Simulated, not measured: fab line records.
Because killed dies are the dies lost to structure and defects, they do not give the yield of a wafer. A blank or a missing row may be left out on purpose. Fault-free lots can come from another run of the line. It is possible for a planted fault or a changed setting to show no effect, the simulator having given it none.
fab line records	flow sky130	part 1 of 2: steps 1 to 28 of 41
[record] lots = 5	wafers = 15	last-day = 49
route steps=708 shown CONTACT@433 METAL1@434 VIA1@458
lots that met no fault: taken from a fault-free run of the same line
start-h: hours from the record's opening day to when the first of the lot's shown wafers began	wait-h: hours since the lot's step before	" the same as in the row above	L1.1+2: a single row standing in for several wafers	- value missing, or start not given	* or withheld: withheld	< > ~ a bound
route shown NAME@n: NAME is a module with steps in the file, n the number in the route of the first one	usual: mean/standard deviation taken from wafers without a fault	same: alike in all rows	chamber/n: place in a boat	sites: readings site by site	_std_site: standard deviation of those values	_edge_site: inner sites' mean taken away from outer sites' mean	radius-mm: for every site, how far away it sits from the centre of the wafer	mask NAME#n: copy n	behind: the tool/chamber that last shaped the wafer	hold: why the lot went on hold/how many hours it stayed there/how the hold came to an end	device: the transistor (n, p or np) that didn't switch	end of line: the route-end tests of the same wafers	where a step has no rows: the recipe by itself	killed: dies that structure and defects cost at the first sort, which is not the same as the wafer's yield	map: a wafer's dies, x killed, . not, _ none there
set.NAME: setting as actually run; set.NAME@STEP: the setting as run at that earlier step	model.NAME: the simulator's own value behind a step, which no gauge read
lots seen at some steps along the route; tables by step, rows by wafer
services: when a tool's chamber went out of use (start-h, in hours from the record's first day, below 0 if earlier), for how many hours, and the reason
[[steps]]
[step SKY_CONTACT_CMP_27]
[recipe] stop-on = SiO2	t-overpolish-s = 15	down-force-psi = 3.5	platen-rpm = 60	target-thk-nm = 0	pad-velocity-m-s = 0.94248
[usual] motor-current-A = 11.6/0.91	overpolish-run-s = 15.000/0.0088	time-to-endpoint-s = 83/4.6
lot.wafer	tool	chamber	start-h	wait-h	motor-current-A	overpolish-run-s	time-to-endpoint-s
L077.4	cmp-02	1	765.79	0.0	12.4	14.992	87
L077.6	"	1	"	"	11.5	15.008	91
L077.5	"	2	"	"	9.9	15.000	84
L085.1	cmp-02	2	820.11	0.1	10.3	15.006	88
L085.4	"	3	"	"	11.0	15.004	82
L085.5	"	2	"	"	10.6	15.002	88
L089.4	cmp-01	1	868.03	0.0	12.3	15.000	86
L089.1	"	3	"	"	12.0	15.010	84
L089.5	"	1	"	"	12.8	14.996	85
L087.2	cmp-01	2	869.48	0.1	10.7	15.001	80
L087.4	"	3	"	"	12.1	15.009	77
L087.5	"	0	"	"	12.9	15.009	76
L091.3	cmp-01	1	870.65	0.1	12.3	14.993	85
L091.6	"	0	"	"	13.3	15.017	75
L091.5	"	1	"	"	12.3	15.012	90
[step SKY_METAL1_SPUTTER_00]
[recipe] material = Ti	target-thk-nm = 15	power-w = 3000	time-s = 10	chamber-pressure-pa = 0.4
[usual] throttle-valve-pct = 29.6/0.66
lot.wafer	tool	chamber	start-h	wait-h	throttle-valve-pct
L077.4	pvd-sputter-03	-	766.10	0.3	28.7
L077.5	"	-	"	"	29.3
L077.6	"	-	"	"	29.2
L085.1	pvd-sputter-04	-	820.41	0.2	29.2
L085.4	"	-	"	"	30.1
L085.5	"	-	"	"	29.4
L089.1	pvd-sputter-02	-	868.33	0.1	29.4
L089.4	"	-	"	"	30.8
L089.5	"	-	"	"	30.9
L087.2	pvd-sputter-04	-	869.68	0.1	29.3
L087.4	"	-	"	"	28.9
L087.5	"	-	"	"	30.5
L091.3	pvd-sputter-03	-	870.90	0.2	29.4
L091.5	"	-	"	"	28.6
L091.6	"	-	"	"	29.3
[step SKY_METAL1_SPUTTER_01]
[recipe] material = TiN	target-thk-nm = 20	power-w = 6500	time-s = 16.7	chamber-pressure-pa = 0.4
[usual] throttle-valve-pct = 29.6/0.66
lot.wafer	tool	chamber	start-h	wait-h	throttle-valve-pct
L077.4	pvd-sputter-03	-	766.12	0.0	28.8
L077.5	"	-	"	"	29.8
L077.6	"	-	"	"	28.9
L085.1	pvd-sputter-04	-	820.44	0.0	29.3
L085.4	"	-	"	"	30.1
L085.5	"	-	"	"	29.1
L089.1	pvd-sputter-02	-	868.35	0.0	29.0
L089.4	"	-	"	"	30.9
L089.5	"	-	"	"	30.7
L087.2	pvd-sputter-04	-	869.71	0.0	29.4
L087.4	"	-	"	"	28.8
L087.5	"	-	"	"	30.2
L091.3	pvd-sputter-03	-	870.92	0.0	28.9
L091.5	"	-	"	"	29.0
L091.6	"	-	"	"	29.0
[step SKY_METAL1_SPUTTER_02]
[recipe] material = AlCu	target-thk-nm = 250	power-w = 10600	time-s = 13.3	chamber-pressure-pa = 0.4
[usual] throttle-valve-pct = 29.6/0.68
lot.wafer	tool	chamber	start-h	wait-h	throttle-valve-pct
L077.4	pvd-sputter-03	-	766.15	0.0	28.7
L077.5	"	-	"	"	29.5
L077.6	"	-	"	"	28.9
L085.1	pvd-sputter-04	-	820.46	0.0	29.1
L085.4	"	-	"	"	30.0
L085.5	"	-	"	"	29.3
L089.1	pvd-sputter-02	-	868.38	0.0	29.4
L089.4	"	-	"	"	31.0
L089.5	"	-	"	"	30.7
L087.2	pvd-sputter-04	-	869.73	0.0	29.4
L087.4	"	-	"	"	29.0
L087.5	"	-	"	"	30.1
L091.3	pvd-sputter-03	-	870.94	0.0	28.7
L091.5	"	-	"	"	28.5
L091.6	"	-	"	"	28.9
[step SKY_METAL1_SPUTTER_03]
[recipe] material = Ti	target-thk-nm = 5	power-w = 3000	time-s = 3.3	chamber-pressure-pa = 0.4
[usual] throttle-valve-pct = 29.6/0.69
lot.wafer	tool	chamber	start-h	wait-h	throttle-valve-pct
L077.4	pvd-sputter-03	-	766.17	0.0	28.8
L077.5	"	-	"	"	29.4
L077.6	"	-	"	"	29.2
L085.1	pvd-sputter-04	-	820.49	0.0	29.4
L085.4	"	-	"	"	30.3
L085.5	"	-	"	"	29.3
L089.1	pvd-sputter-02	-	868.40	0.0	29.4
L089.4	"	-	"	"	30.7
L089.5	"	-	"	"	30.9
L087.2	pvd-sputter-04	-	869.76	0.0	29.4
L087.4	"	-	"	"	29.1
L087.5	"	-	"	"	30.2
L091.3	pvd-sputter-03	-	870.97	0.0	28.4
L091.5	"	-	"	"	28.9
L091.6	"	-	"	"	29.2
[step SKY_METAL1_SPUTTER_04]
[recipe] material = TiN	target-thk-nm = 70	power-w = 6500	time-s = 58.3	chamber-pressure-pa = 0.4
[usual] throttle-valve-pct = 29.6/0.68
lot.wafer	tool	chamber	start-h	wait-h	throttle-valve-pct
L077.4	pvd-sputter-03	-	766.20	0.0	28.7
L077.5	"	-	"	"	29.9
L077.6	"	-	"	"	28.9
L085.1	pvd-sputter-04	-	820.51	0.0	29.3
L085.4	"	-	"	"	30.2
L085.5	"	-	"	"	29.1
L089.1	pvd-sputter-02	-	868.42	0.0	29.3
L089.4	"	-	"	"	30.9
L089.5	"	-	"	"	30.7
L087.2	pvd-sputter-04	-	869.77	0.0	29.2
L087.4	"	-	"	"	28.8
L087.5	"	-	"	"	30.1
L091.3	pvd-sputter-03	-	870.99	0.0	28.7
L091.5	"	-	"	"	28.7
L091.6	"	-	"	"	29.1
[step SKY_METAL1_RS_MEAS_05]
[recipe] thk-meas-gauge = four-point-probe	reads = TiN_of_METAL1_SPUTTER_04+Ti_of_METAL1_SPUTTER_03+AlCu_of_METAL1_SPUTTER_02+TiN_of_METAL1_SPUTTER_01+Ti_of_METAL1_SPUTTER_00
[usual] METAL1_ALCU_RS = 0.1264/0.0017
lot.wafer	tool	chamber	start-h	wait-h	METAL1_ALCU_RS[ohm/sq]
L077.4	film-metro-01	-	766.29	0.1	0.1252
L077.5	"	-	"	"	0.1252
L077.6	"	-	"	"	0.1251
L085.1	film-metro-01	-	820.55	0.0	0.1274
L085.4	"	-	"	"	0.1298
L085.5	"	-	"	"	0.1274
L089.1	film-metro-04	-	868.47	0.0	0.1270
L089.4	"	-	"	"	0.1276
L089.5	"	-	"	"	0.1278
L087.2	film-metro-03	-	869.84	0.0	0.1228
L087.4	"	-	"	"	0.1253
L087.5	"	-	"	"	0.1260
L091.3	film-metro-03	-	871.08	0.1	0.1286
L091.5	"	-	"	"	0.1284
L091.6	"	-	"	"	0.1277
[step SKY_METAL1_THK_MEAS_06]
[recipe] thk-meas-gauge = xrf	reads = AlCu_of_METAL1_SPUTTER_02
[usual] METAL1_ALCU_THK = 246/3.5
lot.wafer	tool	chamber	start-h	wait-h	METAL1_ALCU_THK[nm]
L077.4	film-metro-01	-	766.38	0.1	248
L077.5	"	-	"	"	246
L077.6	"	-	"	"	246
L085.1	film-metro-01	-	820.67	0.1	243
L085.4	"	-	"	"	239
L085.5	"	-	"	"	243
L089.1	film-metro-04	-	868.59	0.1	245
L089.4	"	-	"	"	244
L089.5	"	-	"	"	244
L087.2	film-metro-03	-	869.95	0.1	254
L087.4	"	-	"	"	249
L087.5	"	-	"	"	247
L091.3	film-metro-03	-	871.18	0.1	245
L091.5	"	-	"	"	244
L091.6	"	-	"	"	244
[step SKY_METAL1_DEHYDRATE_07]
[recipe] temp-c = 200	time-s = 60
lot.wafer	tool	chamber	start-h	wait-h
L077.4+5+6	litho-track-02	0	778.94	12.5
L085.1+4+5	litho-track-02	0	833.11	12.4
L089.1+4+5	litho-track-01	0	879.97	11.4
L087.2+4+5	litho-track-04	0	881.23	11.3
L091.3+5+6	litho-track-01	0	883.62	12.4
[step SKY_METAL1_HMDS_08]
[recipe] prime-time-s = 60	prime-temp-c = 120
lot.wafer	tool	chamber	start-h	wait-h
L077.4+5+6	litho-track-02	0	779.09	0.1
L085.1+4+5	litho-track-02	0	833.26	0.1
L089.1+4+5	litho-track-01	0	880.12	0.1
L087.2+4+5	litho-track-04	0	881.38	0.1
L091.3+5+6	litho-track-01	0	883.77	0.1
[step SKY_METAL1_COAT_09]
[recipe] resist = BARC	temp-c = withheld	time-s = withheld	spin-rpm = 3000	resist-thk-nm = 60
lot.wafer	tool	chamber	start-h	wait-h
L077.4+5+6	litho-track-02	0	779.24	0.1
L085.1+4+5	litho-track-02	0	833.41	0.1
L089.1+4+5	litho-track-01	0	880.27	0.1
L087.2+4+5	litho-track-04	0	881.53	0.1
L091.3+5+6	litho-track-01	0	883.92	0.1
[step SKY_METAL1_COAT_10]
[recipe] resist = KrF-thick	spin-rpm = 3000	resist-thk-nm = 450
lot.wafer	tool	chamber	start-h	wait-h
L077.4+5+6	litho-track-02	0	-	-
L085.1+4+5	litho-track-02	0	-	-
L089.1+4+5	litho-track-01	0	-	-
L087.2+4+5	litho-track-04	0	-	-
L091.3+5+6	litho-track-01	0	-	-
[step SKY_METAL1_SOFTBAKE_11]
[recipe] temp-c = 100	time-s = 90	resist = KrF-thick
lot.wafer	tool	chamber	start-h	wait-h
L077.4+5+6	litho-track-02	0	-	-
L085.1+4+5	litho-track-02	0	-	-
L089.1+4+5	litho-track-01	0	-	-
L087.2+4+5	litho-track-04	0	-	-
L091.3+5+6	litho-track-01	0	-	-
[step SKY_METAL1_EXPOSE_12]
[recipe] mask-id = MM1	na = 0.8	source-shape = annular	sigma-inner = 0.55	sigma-outer = 0.85	target-cd-nm = 140	dose-mj = 28
lot.wafer	tool	chamber	start-h	wait-h	mask
L077.4+5+6	krf-scanner-02	0	-	-	MM1#0
L085.1+4+5	krf-scanner-02	0	-	-	MM1#0
L089.1+4+5	krf-scanner-01	0	-	-	MM1#0
L087.2+4+5	krf-scanner-01	0	-	-	MM1#0
L091.3+5+6	krf-scanner-01	0	-	-	MM1#0
[step SKY_METAL1_PEB_13]
[recipe] peb-temp-c = withheld	peb-time-s = withheld	resist = KrF-thick
lot.wafer	tool	chamber	start-h	wait-h
L077.4+5+6	litho-track-01	0	-	-
L085.1+4+5	litho-track-01	0	-	-
L089.1+4+5	litho-track-02	0	-	-
L087.2+4+5	litho-track-04	0	-	-
L091.3+5+6	litho-track-02	0	-	-
[step SKY_METAL1_DEVELOP_14]
[recipe] develop-time-s = 60	resist = KrF-thick	dev-temp-c = 21
lot.wafer	tool	chamber	start-h	wait-h
L077.4+5+6	litho-track-01	0	-	-
L085.1+4+5	litho-track-01	0	-	-
L089.1+4+5	litho-track-02	0	-	-
L087.2+4+5	litho-track-04	0	-	-
L091.3+5+6	litho-track-02	0	-	-
[step SKY_METAL1_CD_MEAS_15]
[recipe] target-cd-nm = 140
[usual] cd-nm = 139.9/1.4
lot.wafer	tool	chamber	start-h	wait-h	cd-nm
L077.4	cd-sem-01	-	792.02	-	142.0
L077.5	"	-	"	"	143.1
L077.6	"	-	"	"	143.1
L085.1	cd-sem-02	-	846.36	-	140.1
L085.4	"	-	"	"	140.2
L085.5	"	-	"	"	139.0
L089.1	cd-sem-01	-	893.76	-	141.9
L089.4	"	-	"	"	141.1
L089.5	"	-	"	"	142.4
L087.2	cd-sem-02	-	895.73	-	140.8
L087.4	"	-	"	"	140.0
L087.5	"	-	"	"	141.4
L091.3	cd-sem-01	-	897.20	-	139.2
L091.5	"	-	"	"	138.1
L091.6	"	-	"	"	139.3
[step SKY_METAL1_OVL_MEAS_16]
[usual] METAL1_OVL = 8/4.5
lot.wafer	tool	chamber	start-h	wait-h	METAL1_OVL[nm]
L077.4	overlay-02	-	792.10	0.1	7
L077.5	"	-	"	"	5
L077.6	"	-	"	"	9
L085.1	overlay-01	-	846.48	0.1	6
L085.4	"	-	"	"	1
L085.5	"	-	"	"	7
L089.1	overlay-02	-	893.88	0.1	2
L089.4	"	-	"	"	8
L089.5	"	-	"	"	5
L087.2	overlay-02	-	895.84	0.1	10
L087.4	"	-	"	"	5
L087.5	"	-	"	"	12
L091.3	overlay-01	-	897.29	0.1	5
L091.5	"	-	"	"	-1
L091.6	"	-	"	"	4
[step SKY_METAL1_DESCUM_17]
[recipe] chemistry = O2	source-power-w = 150	bias-power-w = 0	pressure-mtorr = 10	temp-c = 40	time-s = 8
[usual] drypump-motor-current-A = 5.54/0.16	oes-product-au = 0.996/0.011
lot.wafer	tool	chamber	start-h	wait-h	drypump-motor-current-A	oes-product-au	rf-hours-counter-h
L077.4	rie-metal-04	0	792.13	0.0	5.35	1.001	-
L077.5	"	0	"	"	5.35	1.003	-
L077.6	"	1	"	"	5.31	0.994	-
L085.1	rie-metal-03	0	846.52	0.0	5.58	1.002	9
L085.4	"	0	"	"	5.57	0.997	-
L085.5	"	0	"	"	5.56	1.001	-
L089.1	rie-metal-03	0	893.92	0.0	5.55	1.001	12
L089.4	"	0	"	"	5.56	1.006	-
L089.5	"	0	"	"	5.56	1.000	-
L087.2	rie-metal-02	0	895.87	0.0	5.66	0.992	10
L087.4	"	1	"	"	5.63	0.999	-
L087.5	"	0	"	"	5.65	0.981	-
L091.3	rie-metal-02	1	897.33	0.0	5.63	0.999	-
L091.5	"	1	"	"	5.63	0.980	-
L091.6	"	0	"	"	5.67	0.989	-
[step SKY_METAL1_ETCH_18]
[recipe] chemistry = N2/H2	target = BARC	ion-energy-ev = 200	bias-w = 100	pressure-mtorr = 30	n2-flow-sccm = 100	h2-flow-sccm = 200	icp-w = 500	stop-on = SiO2	time-s = 45.9	target-depth-a = 600
[usual] drypump-motor-current-A = 5.55/0.16	oes-product-au = 0.854/0.005	throttle-valve-pct = 13.225/0.0091
lot.wafer	tool	chamber	start-h	wait-h	drypump-motor-current-A	oes-product-au	rf-hours-counter-h	throttle-valve-pct
L077.4	rie-metal-04	0	792.17	0.0	5.36	0.855	-	13.230
L077.5	"	0	"	"	5.36	0.855	-	13.239
L077.6	"	1	"	"	5.32	0.852	-	13.233
L085.1	rie-metal-03	0	846.55	0.0	5.57	0.858	9	13.245
L085.4	"	0	"	"	5.57	0.849	-	13.226
L085.5	"	0	"	"	5.58	0.848	-	13.217
L089.1	rie-metal-03	0	893.98	0.1	5.56	0.860	12	13.227
L089.4	"	0	"	"	5.58	0.860	-	13.222
L089.5	"	0	"	"	5.57	0.848	-	13.218
L087.2	rie-metal-02	0	895.90	0.0	5.64	0.854	10	13.236
L087.4	"	1	"	"	5.65	0.849	-	13.230
L087.5	"	0	"	"	5.67	0.863	-	13.221
L091.3	rie-metal-02	1	897.37	0.0	5.63	0.856	-	13.218
L091.5	"	1	"	"	5.64	0.856	-	13.230
L091.6	"	0	"	"	5.65	0.854	-	13.239
[step SKY_METAL1_METAL_ETCH_19]
[recipe] target-depth-a = 3600	stop-on = SiO2	over-etch-frac = 0.3	time-s = 78	chemistry = Cl2/BCl3	resist-sidewall-deg = 88	pressure-mtorr = 10	icp-w = 900	bias-w = 48.5	Cl2_flow_sccm = 60	bcl3-flow-sccm = 30
[usual] drypump-motor-current-A = 5.55/0.17	oes-product-au = 0.854/0.0064	throttle-valve-pct = 22.265/0.0091
lot.wafer	tool	chamber	start-h	wait-h	drypump-motor-current-A	oes-product-au	rf-hours-counter-h	throttle-valve-pct
L077.4	rie-metal-04	0	792.25	0.1	5.34	0.860	-	22.261
L077.5	"	0	"	"	5.35	0.859	-	22.261
L077.6	"	1	"	"	5.30	0.856	-	22.257
L085.1	rie-metal-03	0	846.62	0.0	5.58	0.856	10	22.270
L085.4	"	0	"	"	5.58	0.840	-	22.261
L085.5	"	0	"	"	5.59	0.861	-	22.262
L089.1	rie-metal-03	0	894.11	0.1	5.58	0.859	12	22.292
L089.4	"	0	"	"	5.57	0.852	-	22.278
L089.5	"	0	"	"	5.57	0.845	-	22.261
L087.2	rie-metal-02	0	895.96	0.0	5.68	0.863	10	22.270
L087.4	"	1	"	"	5.60	0.855	-	22.252
L087.5	"	0	"	"	5.66	0.849	-	22.255
L091.3	rie-metal-02	1	897.44	0.1	5.64	0.853	-	22.259
L091.5	"	1	"	"	5.62	0.851	-	22.264
L091.6	"	0	"	"	5.73	0.851	-	22.262
[step SKY_METAL1_STRIP_20]
[recipe] chemistry = O2/N2	power-w = 1400	pressure-mtorr = 1500	platen-temp-c = withheld	o2-flow-sccm = 3000	n2-flow-sccm = 300	overash-fraction = 0.5
[usual] drypump-motor-current-A = 5.9/0.52	oes-product-au = 0.344/0.0051	strip-time-to-endpoint-s = 2.72/0.049
lot.wafer	tool	chamber	start-h	wait-h	drypump-motor-current-A	oes-product-au	rf-hours-counter-h	strip-time-to-endpoint-s
L077.4	plasma-asher-01	1	792.34	0.1	5.2	0.340	-	2.68
L077.5	"	0	"	"	5.9	0.336	-	2.69
L077.6	"	1	"	"	5.2	0.344	-	2.75
L085.1	plasma-asher-02	0	846.71	0.1	6.9	0.348	42	2.65
L085.4	"	1	"	"	5.7	0.345	-	2.67
L085.5	"	0	"	"	6.8	0.348	-	2.65
L089.1	plasma-asher-02	0	894.29	0.1	6.8	0.343	46	2.68
L089.4	"	0	"	"	6.8	0.345	-	2.67
L089.5	"	0	"	"	6.8	0.335	-	2.66
L087.2	plasma-asher-01	1	896.05	0.1	5.2	0.353	77	2.79
L087.4	"	0	"	"	5.9	0.341	-	2.70
L087.5	"	0	"	"	5.9	0.345	-	2.78
L091.3	plasma-asher-02	0	897.54	0.1	6.8	0.340	-	2.68
L091.5	"	1	"	"	5.8	0.338	-	2.69
L091.6	"	0	"	"	6.8	0.346	-	2.75
[step SKY_METAL1_STRIP_21]
[recipe] chemistry = post-etch-residue-remover	time-s = 1200	temp-c = 72.5
[usual] bath-heat-duty-pct = 14.4/1.9
lot.wafer	tool	chamber	start-h	wait-h	bath-heat-duty-pct
L077.4	wet-bench-02	2	792.41	0.0	14.8
L077.5	"	2	"	"	14.2
L077.6	"	2	"	"	14.0
L085.1	wet-bench-02	0	846.81	0.1	14.1
L085.4	"	0	"	"	13.9
L085.5	"	0	"	"	13.9
L089.1	wet-bench-02	3	894.39	0.1	16.2
L089.4	"	3	"	"	16.0
L089.5	"	3	"	"	16.6
L087.2	wet-bench-02	3	896.15	0.1	14.6
L087.4	"	3	"	"	16.2
L087.5	"	3	"	"	16.2
L091.3	wet-bench-02	0	897.60	0.0	12.3
L091.5	"	0	"	"	14.7
L091.6	"	0	"	"	13.8
[step SKY_METAL1_CLEAN_22]
[recipe] chemistry = IPA	time-s = 180	temp-c = 25
[usual] bath-heat-duty-pct = 5.8/0.77
lot.wafer	tool	chamber	start-h	wait-h	bath-heat-duty-pct
L077.4	wet-bench-03	3	792.75	0.0	6.5
L077.5	"	3	"	"	6.6
L077.6	"	3	"	"	5.9
L085.1	wet-bench-03	2	847.15	0.0	6.2
L085.4	"	2	"	"	5.9
L085.5	"	2	"	"	5.5
L089.1	wet-bench-04	3	894.73	0.0	6.5
L089.4	"	3	"	"	6.5
L089.5	"	3	"	"	5.0
L087.2	wet-bench-04	1	896.49	0.0	5.3
L087.4	"	1	"	"	5.5
L087.5	"	1	"	"	5.1
L091.3	wet-bench-04	1	897.94	0.0	6.5
L091.5	"	1	"	"	5.5
L091.6	"	1	"	"	6.0
[step SKY_METAL1_CLEAN_23]
[recipe] chemistry = O3/DIW	dry = n2-spin
lot.wafer	tool	chamber	start-h	wait-h
L077.4+5+6	wet-bench-04	0	792.81	0.0
L085.1+4+5	wet-bench-04	2	847.21	0.0
L089.1+4+5	wet-bench-02	3	894.79	0.0
L087.2+4+5	wet-bench-02	1	896.55	0.0
L091.3+5+6	wet-bench-03	2	898.00	0.0
[step SKY_VIA1_HDPCVD_00]
[recipe] material = SiO2	target-thk-nm = 1030	sigma-open-frac = 0.3	time-s = 171.7	temp-c = 400	sih4-flow-sccm = 60	pressure-mtorr = 6
[usual] pressure-mtorr = 6.001/0.014
lot.wafer	tool	chamber	start-h	wait-h	pressure-mtorr
L077.4	hdpcvd-02	2	792.95	0.1	5.985
L077.5	"	1	"	"	5.989
L077.6	"	0	"	"	5.997
L085.1	hdpcvd-02	2	847.30	0.0	5.991
L085.4	"	1	"	"	5.971
L085.5	"	2	"	"	5.988
L089.1	hdpcvd-01	0	894.88	0.0	6.022
L089.4	"	2	"	"	6.020
L089.5	"	1	"	"	5.989
L087.2	hdpcvd-02	0	896.64	0.0	5.989
L087.4	"	0	"	"	5.982
L087.5	"	1	"	"	5.985
L091.3	hdpcvd-02	2	898.09	0.0	6.023
L091.5	"	0	"	"	6.006
L091.6	"	2	"	"	6.022
[step SKY_VIA1_THK_MEAS_01]
[recipe] reads = SiO2_of_VIA1_HDPCVD_00
[usual] VIA1_HDPCVD_THK = 1030/11
lot.wafer	tool	chamber	start-h	wait-h	VIA1_HDPCVD_THK[nm]
L077.4	film-metro-03	-	793.04	0.0	1046
L077.5	"	-	"	"	1047
L077.6	"	-	"	"	1027
L085.1	film-metro-01	-	847.41	0.1	1031
L085.4	"	-	"	"	1040
L085.5	"	-	"	"	1032
L089.1	film-metro-02	-	895.00	0.1	1024
L089.4	"	-	"	"	1029
L089.5	"	-	"	"	1024
L087.2	film-metro-03	-	896.76	0.1	1023
L087.4	"	-	"	"	1028
L087.5	"	-	"	"	1034
L091.3	film-metro-03	-	898.23	0.1	1031
L091.5	"	-	"	"	1028
L091.6	"	-	"	"	1041
[step SKY_VIA1_CMP_02]
[recipe] material = SiO2	down-force-psi = 4	platen-rpm = 60	pad-velocity-m-s = 0.94248
[usual] motor-current-A = 12.9/1.1
lot.wafer	tool	chamber	start-h	wait-h	motor-current-A
L077.4	cmp-01	1	793.17	0.1	13.9
L077.5	"	3	"	"	13.6
L077.6	"	0	"	"	14.0
L085.4	cmp-01	3	847.47	0.0	13.7
L085.1	"	2	"	"	11.4
L085.5	"	3	"	"	12.9
L089.4	cmp-02	2	895.16	0.1	11.6
L089.1	"	3	"	"	12.0
L089.5	"	1	"	"	13.1
L087.4	cmp-01	1	896.91	0.1	14.0
L087.2	"	2	"	"	11.4
L087.5	"	3	"	"	13.4
L091.3	cmp-02	1	898.42	0.2	13.5
L091.6	"	2	"	"	10.7
L091.5	"	3	"	"	11.6
